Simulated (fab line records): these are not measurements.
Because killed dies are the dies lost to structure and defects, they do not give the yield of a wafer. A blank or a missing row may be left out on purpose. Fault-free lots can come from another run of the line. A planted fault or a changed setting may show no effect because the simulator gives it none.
Which tool did it?    flow sky130    Sampling: 24 lots, 72 wafers, 5 of 708 route steps

WHAT THE GAUGES READ, wafer by wafer
SKY_NWELL_TW_MEAS_15. Usual: NWELL_TW typically reads 1810, with standard deviation 9.8.
lot   measured      on             NWELL_TW        flag
L074  day 4 12:26   film_metro-03  1793 1816 1811  
L075  day 4 20:31   film_metro-01  1807 1801 1803  
L076  day 5 00:50   film_metro-04  1814 1816 1816  
L077  day 5 06:40   film_metro-03  1803 1809 1808  
L079  day 5 20:58   film_metro-04  1813 1816 1817  
L078  day 5 21:03   film_metro-03  1809 1815 1814  
L080  day 6 13:38   film_metro-01  1818 1823 1810  
L081  day 6 14:26   film_metro-03  1816 1825 1817  
L082  day 6 22:39   film_metro-01  1810 1811 1818  
L083  day 7 03:13   film_metro-01  1782 1784 1803  
L084  day 7 11:59   film_metro-01  1804 1792 1793  
L086  day 7 15:12   film_metro-04  1812 1816 1824  
L085  day 7 15:29   film_metro-03  1801 1808 1793  
L087  day 7 18:43   film_metro-03  1799 1794 1799  
L089  day 8 03:03   film_metro-01  1804 1817 1820  
L088  day 8 03:17   film_metro-01  1816 1815 1821  
L090  day 8 13:36   film_metro-03  1817 1817 1808  
L091  day 8 16:55   film_metro-01  1809 1799 1810  
L092  day 8 21:58   film_metro-03  1797 1807 1813  
L093  day 9 03:26   film_metro-03  1818 1808 1823  
L094  day 9 09:41   film_metro-01  1810 1813 1810  
L095  day 9 16:14   film_metro-01  1802 1795 1788  
L096  day 9 22:36   film_metro-01  1797 1809 1807  
L097  day 10 06:21  film_metro-04  1817 1814 1819  

SKY_SONOS_ONO_THK_MEAS_05. Usual: SONOS_ONO_CVD_04_THK typically reads 5.75 nm, with standard deviation 0.096.
lot   measured      on             SONOS_ONO_CVD_04_THK (nm)  flag
L074  day 11 12:13  film_metro-02  5.73 5.72 5.74             
L075  day 12 01:41  film_metro-03  5.84 5.76 5.83             
L076  day 12 05:19  film_metro-03  5.56 5.62 5.65             
L077  day 12 16:52  film_metro-03  5.71 5.64 5.73             
L079  day 13 09:02  film_metro-04  5.64 5.73 5.67             
L078  day 13 16:20  film_metro-03  5.78 5.75 5.86             
L080  day 14 09:10  film_metro-04  5.90 5.91 5.91             
L081  day 14 10:24  film_metro-03  5.84 5.75 5.86             
L082  day 15 00:28  film_metro-04  5.77 5.67 5.73             
L083  day 15 04:59  film_metro-03  5.72 5.74 5.73             
L084  day 15 20:31  film_metro-04  5.89 5.83 5.77             
L086  day 15 23:53  film_metro-04  5.68 5.69 5.62             
L085  day 15 23:53  film_metro-03  5.59 5.63 5.71             
L087  day 16 08:20  film_metro-04  5.80 5.82 5.92             
L089  day 16 13:56  film_metro-04  5.77 5.78 5.80             
L088  day 16 18:35  film_metro-04  5.78 5.88 5.77             
L090  day 17 10:39  film_metro-02  5.73 5.75 5.86             
L091  day 17 13:31  film_metro-03  5.85 5.66 5.75             
L092  day 17 17:42  film_metro-03  5.75 5.59 5.68             
L093  day 18 02:21  film_metro-04  5.59 5.68 5.54             
L094  day 18 10:08  film_metro-03  5.77 5.70 5.78             
L095  day 18 14:38  film_metro-04  5.69 5.86 5.72             
L096  day 19 01:40  film_metro-02  5.86 5.94 5.99             
L097  day 19 10:55  film_metro-03  5.75 5.63 5.76             

WHAT TOOL EACH LOT RAN ON (gives the tool, then ch and the chambers of the sampled wafers, and finally the start)
lot   SKY_DNWELL_STRIP_08                  SKY_PWDE_STRIP_09                    SKY_VT_ADJUST_HVTP_STRIP_10
L074  plasma_asher-01 ch 0,1, day 3 03:18  plasma_asher-01 ch 0,1, day 3 19:36  plasma_asher-02 ch 0,1, day 5 23:20
L075  plasma_asher-01 ch 0,1, day 3 11:31  plasma_asher-01 ch 0,1, day 4 03:47  plasma_asher-04 ch 0,1, day 6 07:53
L076  plasma_asher-01 ch 0,1, day 3 16:21  plasma_asher-01 ch 0,1, day 4 08:16  plasma_asher-02 ch 0,1, day 6 12:59
L077  plasma_asher-03 ch 0,1, day 3 22:00  plasma_asher-01 ch 0,1, day 4 14:08  plasma_asher-04 ch 0,1, day 6 21:04
L079  plasma_asher-01 ch 1, day 4 10:37    plasma_asher-03 ch 0, day 5 02:51    plasma_asher-04 ch 0,1, day 7 12:13
L078  plasma_asher-01 ch 0,1, day 4 10:58  plasma_asher-04 ch 0,1, day 5 02:53  plasma_asher-02 ch 0,1, day 7 12:43
L080  plasma_asher-02 ch 0,1, day 5 01:10  plasma_asher-03 ch 0,1, day 5 18:23  plasma_asher-04 ch 1, day 8 05:28
L081  plasma_asher-01 ch 1, day 5 01:42    plasma_asher-01 ch 0,1, day 5 19:24  plasma_asher-03 ch 0, day 8 05:46
L082  plasma_asher-02 ch 0,1, day 5 09:21  plasma_asher-03 ch 0, day 6 03:46    plasma_asher-02 ch 1, day 8 15:34
L083  plasma_asher-01 ch 0,1, day 5 13:29  plasma_asher-01 ch 0,1, day 6 07:38  plasma_asher-04 ch 0,1, day 8 20:21
L084  plasma_asher-03 ch 0,1, day 5 20:53  plasma_asher-03 ch 0,1, day 6 16:16  plasma_asher-02 ch 0,1, day 9 06:40
L086  plasma_asher-03 ch 0,1, day 5 23:49  plasma_asher-04 ch 0,1, day 6 19:00  plasma_asher-03 ch 0,1, day 9 10:16
L085  plasma_asher-01 ch 0,1, day 6 00:10  plasma_asher-04 ch 0,1, day 6 19:38  plasma_asher-02 ch 0,1, day 9 10:34
L087  plasma_asher-03 ch 0,1, day 6 04:34  plasma_asher-04 ch 0,1, day 6 23:09  plasma_asher-04 ch 0,1, day 9 13:31
L089  plasma_asher-03 ch 0,1, day 6 10:39  plasma_asher-04 ch 0,1, day 7 06:14  plasma_asher-03 ch 1, day 9 22:49
L088  plasma_asher-01 ch 0,1, day 6 10:40  plasma_asher-01 ch 0,1, day 7 06:30  plasma_asher-03 ch 0,1, day 9 23:34
L090  plasma_asher-01 ch 0,1, day 6 20:34  plasma_asher-01 ch 0,1, day 7 16:16  plasma_asher-04 ch 0,1, day 10 10:55
L091  plasma_asher-01 ch 0,1, day 7 00:43  plasma_asher-04 ch 0,1, day 7 20:09  plasma_asher-04 ch 0,1, day 10 14:20
L092  plasma_asher-01 ch 0,1, day 7 04:36  plasma_asher-01 ch 0,1, day 8 00:45  plasma_asher-02 ch 0,1, day 10 19:07
L093  plasma_asher-02 ch 1, day 7 10:31    plasma_asher-03 ch 0, day 8 06:00    plasma_asher-04 ch 0,1, day 11 02:05
L094  plasma_asher-03 ch 0,1, day 7 15:08  plasma_asher-01 ch 0,1, day 8 12:20  plasma_asher-03 ch 0,1, day 11 08:48
L095  plasma_asher-01 ch 0,1, day 7 21:31  plasma_asher-03 ch 0,1, day 8 17:50  plasma_asher-03 ch 0,1, day 11 15:50
L096  plasma_asher-02 ch 0,1, day 8 02:01  plasma_asher-04 ch 0,1, day 8 23:45  plasma_asher-03 ch 1, day 11 23:04
L097  plasma_asher-01 ch 0, day 8 09:13    plasma_asher-04 ch 0,1, day 9 07:02  plasma_asher-02 ch 0,1, day 12 07:13
- SKY_DNWELL_STRIP_08: strips in O2/N2.
- SKY_PWDE_STRIP_09: strips in O2/N2.
- SKY_VT_ADJUST_HVTP_STRIP_10: strips in O2/N2.

AS READ BY THE TOOLS THEMSELVES (means over the sampled wafers that have a number; for cases with no such wafer, the mark the record gives instead)
SKY_DNWELL_STRIP_08. Usual: drypump_motor_current_A 5.8 A, standard deviation 0.39; n2_flow_sccm 299.9 sccm, standard deviation 0.91; oes_product_au 0.722 a.u., standard deviation 0.0047; strip_time_to_endpoint_s 36.90 s, standard deviation 0.13.
lot   tool             drypump_motor_current_A (A)  n2_flow_sccm (sccm)  oes_product_au (a.u.)  strip_time_to_endpoint_s (s)  flag
L074  plasma_asher-01  6.0                          299.8                0.724                  36.92                         
L075  plasma_asher-01  6.0                          300.3                0.725                  36.91                         
L076  plasma_asher-01  6.0                          299.4                0.724                  37.00                         
L077  plasma_asher-03  5.3                          300.6                0.719                  36.83                         
L079  plasma_asher-01  6.2                          299.1                0.716                  36.87                         
L078  plasma_asher-01  6.0                          299.0                0.725                  36.97                         
L080  plasma_asher-02  5.7                          299.9                0.721                  36.65                         
L081  plasma_asher-01  6.2                          298.8                0.723                  36.92                         
L082  plasma_asher-02  5.7                          299.9                0.720                  36.85                         
L083  plasma_asher-01  6.0                          299.8                0.717                  36.82                         
L084  plasma_asher-03  5.2                          299.3                0.725                  36.94                         
L086  plasma_asher-03  5.6                          300.6                0.727                  37.09                         
L085  plasma_asher-01  5.8                          299.5                0.719                  36.82                         
L087  plasma_asher-03  5.5                          299.7                0.723                  37.01                         
L089  plasma_asher-03  5.6                          301.3                0.723                  36.80                         
L088  plasma_asher-01  6.0                          300.6                0.719                  37.06                         
L090  plasma_asher-01  5.8                          299.7                0.719                  36.65                         
L091  plasma_asher-01  5.9                          300.6                0.721                  36.84                         
L092  plasma_asher-01  6.0                          299.9                0.728                  36.74                         
L093  plasma_asher-02  5.4                          300.4                0.722                  36.99                         
L094  plasma_asher-03  5.5                          299.2                0.725                  36.89                         
L095  plasma_asher-01  6.0                          299.8                0.721                  36.89                         
L096  plasma_asher-02  5.7                          299.4                0.726                  36.95                         
L097  plasma_asher-01  5.7                          299.2                0.723                  36.90                         

SKY_PWDE_STRIP_09. Usual: drypump_motor_current_A 5.7 A, standard deviation 0.37; n2_flow_sccm 300.1 sccm, standard deviation 0.87; oes_product_au 0.722 a.u., standard deviation 0.0052; strip_time_to_endpoint_s 36.92 s, standard deviation 0.092.
lot   tool             drypump_motor_current_A (A)  n2_flow_sccm (sccm)  oes_product_au (a.u.)  strip_time_to_endpoint_s (s)  flag
L074  plasma_asher-01  5.8                          299.5                0.720                  36.93                         
L075  plasma_asher-01  6.0                          299.4                0.716                  36.97                         
L076  plasma_asher-01  5.9                          299.4                0.720                  36.86                         
L077  plasma_asher-01  5.8                          299.7                0.723                  36.98                         
L079  plasma_asher-03  5.0                          300.6                0.727                  37.03                         
L078  plasma_asher-04  5.6                          300.2                0.721                  36.84                         
L080  plasma_asher-03  5.3                          299.2                0.720                  36.83                         
L081  plasma_asher-01  5.8                          299.9                0.723                  36.77                         
L082  plasma_asher-03  5.0                          300.8                0.720                  36.99                         
L083  plasma_asher-01  5.9                          300.2                0.721                  36.96                         
L084  plasma_asher-03  5.5                          301.1                0.716                  36.97                         
L086  plasma_asher-04  5.6                          300.1                0.724                  37.03                         
L085  plasma_asher-04  5.5                          300.7                0.719                  37.04                         
L087  plasma_asher-04  5.5                          300.4                0.727                  36.92                         
L089  plasma_asher-04  5.5                          300.6                0.723                  36.86                         
L088  plasma_asher-01  5.8                          299.4                0.718                  36.89                         
L090  plasma_asher-01  6.0                          300.0                0.720                  36.84                         
L091  plasma_asher-04  5.6                          300.0                0.717                  36.91                         
L092  plasma_asher-01  6.0                          299.1                0.726                  37.03                         
L093  plasma_asher-03  5.0                          300.5                0.724                  36.90                         
L094  plasma_asher-01  5.9                          299.7                0.722                  36.95                         
L095  plasma_asher-03  5.6                          300.8                0.720                  36.97                         
L096  plasma_asher-04  5.6                          300.5                0.721                  36.83                         
L097  plasma_asher-04  5.5                          299.7                0.724                  36.83                         

SKY_VT_ADJUST_HVTP_STRIP_10. Usual: drypump_motor_current_A 5.6 A, standard deviation 0.4; n2_flow_sccm 300.0 sccm, standard deviation 0.95; oes_product_au 0.715 a.u., standard deviation 0.0042; strip_time_to_endpoint_s 14.21 s, standard deviation 0.035.
lot   tool             drypump_motor_current_A (A)  n2_flow_sccm (sccm)  oes_product_au (a.u.)  strip_time_to_endpoint_s (s)  flag
L074  plasma_asher-02  5.9                          300.6                0.711                  14.18                         
L075  plasma_asher-04  5.5                          299.2                0.718                  14.22                         
L076  plasma_asher-02  5.7                          298.8                0.717                  14.18                         
L077  plasma_asher-04  5.6                          300.5                0.713                  14.20                         
L079  plasma_asher-04  5.7                          299.7                0.719                  14.20                         
L078  plasma_asher-02  5.9                          299.3                0.709                  14.23                         
L080  plasma_asher-04  5.4                          300.3                0.713                  14.18                         
L081  plasma_asher-03  5.0                          300.5                0.713                  14.19                         
L082  plasma_asher-02  5.4                          298.3                0.712                  14.23                         
L083  plasma_asher-04  5.6                          300.4                0.713                  14.19                         
L084  plasma_asher-02  5.7                          299.8                0.716                  14.27                         
L086  plasma_asher-03  5.3                          300.0                0.714                  14.20                         
L085  plasma_asher-02  5.7                          300.8                0.716                  14.19                         
L087  plasma_asher-04  5.6                          300.8                0.714                  14.25                         
L089  plasma_asher-03  5.9                          299.6                0.718                  14.22                         
L088  plasma_asher-03  5.6                          299.8                0.715                  14.19                         
L090  plasma_asher-04  5.5                          300.4                0.711                  14.24                         
L091  plasma_asher-04  5.5                          299.8                0.717                  14.16                         
L092  plasma_asher-02  6.0                          299.6                0.718                  14.22                         
L093  plasma_asher-04  5.6                          300.9                0.716                  14.21                         
L094  plasma_asher-03  5.5                          300.7                0.718                  14.16                         
L095  plasma_asher-03  5.3                          300.3                0.711                  14.18                         
L096  plasma_asher-03  5.8                          299.9                0.712                  14.24                         
L097  plasma_asher-02  5.6                          299.8                0.713                  14.23                         

THE ANSWER, worked out from the rows above alone
Rule: a lot is off if the mean of its wafers that have a number lies more than 3 standard deviations from the usual mean. Also off: a lot with no number at a reading for which 4 or more lots have one. All remaining lots with rows at the step are treated as sound. The gauges are gone through in route order, then the tools' own readings, and for those a lot's mean is taken as printed above. At the first step where some lot is off, the reading lying furthest off is the one used; lots without a number count as furthest.
Across all readings shown, no lot is off: no conclusion can be drawn from this.

WHAT THE SIMULATOR HAD INSERTED
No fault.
